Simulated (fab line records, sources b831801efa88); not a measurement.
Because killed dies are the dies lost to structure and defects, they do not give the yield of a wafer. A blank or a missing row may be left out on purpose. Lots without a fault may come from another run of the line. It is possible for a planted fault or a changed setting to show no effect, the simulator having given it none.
Chamber matching	flow sfq line	SFQ_TRILAYER_I4_VIA_ETCH_VIA_ETCH_106 on rie diel-01: 4 sister chambers
The step etches SiO2 in CHF3, stops on Nb, target depth 260 nm. 16 wafers are shown with their chamber, then 8 later ones without.

WAFERS WITH THEIR CHAMBER
wafer	chamber	drypump motor current A (A)	rf fwd power W (W)	oes product au (a.u.)
L994.2	1	5.26	498.2	0.855
L994.3	2	6.00	500.2	0.854
L994.4	3	5.67	498.2	0.858
L996.1	2	6.06	499.8	0.850
L996.4	0	5.36	495.1	0.849
L996.5	1	5.30	500.0	0.858
L998.3	0	5.38	499.8	0.858
L998.4	1	5.29	498.2	0.861
L998.5	0	5.40	500.4	0.843
L101.2	1	5.27	499.9	0.860
L101.4	3	5.64	497.9	0.856
L101.6	1	5.26	501.0	0.855
L104.3	0	5.39	495.5	0.856
L104.4	3	5.67	499.5	0.850
L104.5	3	5.66	498.7	0.854
L106.1	2	6.00	502.4	0.849

SIGNATURES (means of the wafers above)
reading	chamber 0	chamber 1	chamber 2	chamber 3	scatter within a chamber
drypump motor current A	5.3825	5.2760	6.0200	5.6600	0.0208
rf fwd power W	497.700	499.460	500.800	498.575	1.7
oes product au	0.85150	0.85780	0.85100	0.85450	0.00429
Rule: a wafer's distance from a chamber is the root of the sum, over the readings, of the square of ((its reading less the chamber's mean) divided by the reading's scatter). The wafer belongs to the nearest chamber; if the next one is less than 2 further off, it can't be placed. How the scatter is found: for the shown wafers, subtract from each reading the mean of its chamber, square and add these, divide the total by (wafers less chambers), then take the root.

WAFERS WHOSE CHAMBER IS MISSING
wafer	drypump motor current A (A)	rf fwd power W (W)	oes product au (a.u.)
L106.2	5.66	498.7	0.851
L106.6	6.01	499.2	0.849
L113.1	5.67	496.5	0.860
L113.2	5.32	500.4	0.857
L113.5	5.37	498.0	0.862
L117.1	5.66	496.9	0.853
L117.3	6.06	498.2	0.850
L117.6	5.67	497.4	0.855

EACH ONE'S CHAMBER
wafer	from the rows above	in truth
L106.2	3	3
L106.6	2	2
L113.1	3	3
L113.2	can't be placed: 1 or 0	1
L113.5	0	0
L117.1	3	3
L117.3	2	2
L117.6	3	3
Placed correctly: 7 of 8. These rows do not allow placing 1 (true chamber among the candidates in 1). 0 placed wrongly.
